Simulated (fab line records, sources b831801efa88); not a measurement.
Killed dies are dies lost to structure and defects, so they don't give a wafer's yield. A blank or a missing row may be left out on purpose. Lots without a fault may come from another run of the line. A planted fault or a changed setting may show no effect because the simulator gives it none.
A struck lot beside a sound one | flow sky130 | 16 steps out of a route of 708
Sound: wafers L485.2, L485.5, L485.6. Struck: wafers L489.1, L489.4. (L489.5 of the same lot was not struck and is left out.) The cause comes at the end.
At each step with rows: each side's tool, then ch and its chambers, then its first start. Under that, the readings that differ: sound wafers | struck wafers | difference of the means | sigmas: that difference in standard deviations of wafers without a fault.
alike: readings whose means differ by less than 2 such deviations, and words and numbers that are the same on both sides. not compared: withheld readings, readings that some wafer has no value for, bounds like >300 that may hide the same value, and numbers for which the record gives no deviation and whose values overlap.
The two part at a step that has a row with sigmas, a row that says differs or no value, or rows on one side only. Numbers that don't overlap but have no deviation are shown without sigmas and don't part them. A reading that every wafer of one side lacks parts them only if that side has two wafers or more.

first, 1 step without rows for these wafers: SKY_METAL5_CLEAN_19 (cleans in O3/DIW).
SKY_PASSIVATION_CVD_00: deposits SiO2, target thk 90 nm.
  sound on pecvd-04 ch 0,1, day 46 08:26; struck on pecvd-03 ch 0,2, day 47 00:20
  alike: heater_power_w
SKY_PASSIVATION_THK_MEAS_01:
  sound on film_metro-02, day 46 08:28; struck on film_metro-02, day 47 00:21
  alike: PASSIVATION_CVD_00_THK
SKY_PASSIVATION_CVD_02: deposits Si3N4, target thk 540 nm.
  sound on pecvd-03 ch 0,1,2, day 46 08:31; struck on pecvd-04 ch 0,2, day 47 00:25
  alike: heater_power_w
SKY_PASSIVATION_THK_MEAS_03:
  sound on film_metro-04, day 46 08:45; struck on film_metro-03, day 47 00:38
  reading                     | sound       | struck  | difference | sigmas
  PASSIVATION_CVD_02_THK (nm) | 547 549 554 | 534 533 | -16        | -2
then, 7 steps without rows for these wafers: SKY_PASSIVATION_DEHYDRATE_04 (time 60 s); SKY_PASSIVATION_HMDS_05 (prime time 60 s); SKY_PASSIVATION_COAT_06 (resist thk 3000 nm); SKY_PASSIVATION_SOFTBAKE_07; SKY_PASSIVATION_EXPOSE_08 (exposes mask NSM, target cd 3000 nm); SKY_PASSIVATION_PEB_09; SKY_PASSIVATION_DEVELOP_10 (develop time 60 s).
SKY_PASSIVATION_ETCH_11: etches the open film in CF4/O2, stops on AlCu, target depth 725 nm, time 161.1 s.
  sound on rie_diel-03 ch 1,2, day 47 04:10; struck on rie_diel-03 ch 2, day 47 19:57
  reading                                       | sound             | struck      | difference | sigmas
  oes_product_au (a.u.)                         | 0.979 0.982 0.987 | 1.015 1.014 | +0.032     | +4
  run_length_s (s)                              | 189.3 189.1 188.9 | 147.8 148.1 | -41.2      | -99 or more
  model.etch.depth_nm (nm)                      | 706.2 711.1 715.7 | 547.9 547.9 | -163.1     |
  model.PASSIVATION.feature_depth_nm (nm)       | 706.2 711.1 715.7 | 547.9 547.9 | -163.1     |
  model.coat_of_PASSIVATION_COAT_06.thk_nm (nm) | 2503 2503 2504    | 2629 2625   | +124       |
  alike: cf4_flow_sccm, drypump_motor_current_A, throttle_valve_pct
  not compared: rf_hours_counter_h
SKY_PASSIVATION_STRIP_12: strips in O2/N2.
  sound on plasma_asher-03 ch 0,1, day 47 04:16; struck on plasma_asher-02 ch 0,1, day 47 20:03
  reading                      | sound             | struck      | difference | sigmas
  oes_product_au (a.u.)        | 0.651 0.659 0.659 | 0.668 0.665 | +0.010     | +2
  strip_time_to_endpoint_s (s) | 31.36 31.36 31.37 | 32.82 32.78 | +1.44      | +12
  alike: drypump_motor_current_A
  not compared: rf_hours_counter_h
then, 1 step without rows for these wafers: SKY_PAD_OPEN_DEHYDRATE_00 (time 60 s).
SKY_PAD_OPEN_PROBE_99:
  sound on prober-02, day 48 01:59; struck on prober-02, day 48 16:40
  reading                  | sound          | struck    | difference | sigmas
  defect_limited_yield (%) | 83.9 82.3 77.2 | 0 0       | -81        | -45
  killed_at_other          | 0 0 1          | 401 400   | +400       | +99 or more
  killed_dies              | 79 87 112      | 492 492   | +399       | +46
  killed_on_rim            | 17 10 25       | 96 96     | +79        | +20
  sort_bin_5_function (%)  | 9.8 10.6 15.2  | 91.5 92.9 | +80.3      | +57
  sort_n_pass              | 413 405 380    | 0 0       | -399       | -46
  sort_yield_pct (%)       | 83.9 82.3 77.2 | 0 0       | -81        | -45
  alike: killed_at_M0_to_M3, killed_at_M4_up, killed_at_contacts, killed_at_front_end, killed_open, killed_short, sort_bin_3_pad_short, sort_bin_6_memory

WHERE THEY PART
First at SKY_PASSIVATION_THK_MEAS_03; last, within this record, at SKY_PAD_OPEN_PROBE_99.

WHY: what the simulator had put in
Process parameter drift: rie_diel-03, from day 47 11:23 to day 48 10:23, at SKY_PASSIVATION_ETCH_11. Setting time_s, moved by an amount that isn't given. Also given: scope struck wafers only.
